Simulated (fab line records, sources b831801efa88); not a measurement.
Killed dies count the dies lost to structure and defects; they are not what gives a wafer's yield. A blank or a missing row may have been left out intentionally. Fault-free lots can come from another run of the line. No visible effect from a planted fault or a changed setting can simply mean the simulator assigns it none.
Chamber matching -- flow gf180mcu -- rie_diel-03 running GF_V2_ETCH_16: 4 sister chambers
The step etches BARC in N2/H2. 4 wafers are shown with their chamber, then 8 later ones without.

## EACH WAFER AND ITS CHAMBER
wafer,chamber,drypump_motor_current_A (A)
L081.6,2,5.5
L086.1,1,5.2
L086.2,3,5.9
L088.4,0,6.5

## WAFERS WHOSE CHAMBER IS MISSING
wafer,drypump_motor_current_A (A)
L088.5,5.2
L088.6,6.5
L089.3,5.9
L089.4,5.5
L089.6,5.9
L095.1,5.5
L095.4,5.3
L095.5,6.5

## EACH ONE'S CHAMBER
wafer,from the rows above,in truth
L088.5,1,1
L088.6,0,0
L089.3,3,3
L089.4,2,2
L089.6,3,3
L095.1,2,2
L095.4,1,1
L095.5,0,0
8 of 8 placed correctly. Number that these rows cannot place: 0. Wrongly placed: 0.
How it was worked out, from the rows above alone: a wafer's distance from a chamber is the root of the sum, over the readings, of the square of ((its reading less the chamber's mean) divided by the reading's scatter). The wafer belongs to the nearest chamber; if the next one is less than 2 further off, it can't be placed. For every chamber, the mean is computed from those of its wafers that are shown. The scatter: root of mean squared gap, hidden wafer to nearest shown wafer, with one shown wafer a chamber.
